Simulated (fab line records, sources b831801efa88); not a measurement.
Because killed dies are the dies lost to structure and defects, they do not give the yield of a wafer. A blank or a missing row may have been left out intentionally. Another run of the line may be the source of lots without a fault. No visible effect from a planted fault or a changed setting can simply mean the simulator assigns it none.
Chamber matching -- flow gf180mcu -- 4 sister chambers for GF_V4_ETCH_16 on rieDiel-02
The step etches BARC in N2/H2. 8 wafers are shown with their chamber, then 9 later ones without.

## WAFERS PAIRED WITH THEIR CHAMBERS
wafer,chamber,throttleValvePct (%),oesProductAu (a.u.)
L084.2,2,13.233,0.848
L084.6,0,13.232,0.856
L089.1,2,13.227,0.859
L089.3,3,13.227,0.856
L089.6,1,13.226,0.858
L091.2,3,13.234,0.850
L091.3,0,13.218,0.852
L091.4,1,13.217,0.849

## WAFERS WITH NO CHAMBER GIVEN
wafer,throttleValvePct (%),oesProductAu (a.u.)
L094.2,13.236,0.853
L094.4,13.225,0.851
L094.6,13.234,0.857
L095.2,13.236,0.857
L095.3,13.223,0.856
L095.4,13.226,0.856
L097.1,13.227,0.859
L097.2,13.226,0.847
L097.4,13.235,0.846

## EACH ONE'S CHAMBER
wafer,from the rows above,in truth
L094.2,can't be placed: 3 or 2 or 0 or 1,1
L094.4,can't be placed: 0 or 1 or 2 or 3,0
L094.6,can't be placed: 2 or 3 or 0 or 1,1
L095.2,can't be placed: 3 or 2 or 0 or 1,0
L095.3,can't be placed: 0 or 1 or 2 or 3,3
L095.4,can't be placed: 0 or 2 or 1 or 3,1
L097.1,can't be placed: 0 or 2 or 3 or 1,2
L097.2,can't be placed: 0 or 3 or 2 or 1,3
L097.4,can't be placed: 3 or 2 or 0 or 1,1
Correctly placed: 0 of 9. Cannot be placed on the basis of these rows: 9; the candidates contain the true chamber in 9. Placed wrongly: 0.
How it was worked out, from the rows above alone: a wafer's distance from a chamber is the root of the sum, over the readings, of the square of ((its reading less the chamber's mean) divided by the reading's scatter). If the next closest chamber is less than 2 further off than the closest, the wafer can't be placed; otherwise it belongs to the closest. For every chamber, the mean is computed from those of its wafers that are shown. The scatter: take each reading less its chamber's mean, square it, sum over the shown wafers, divide by the number of wafers less the number of chambers, and take the root.
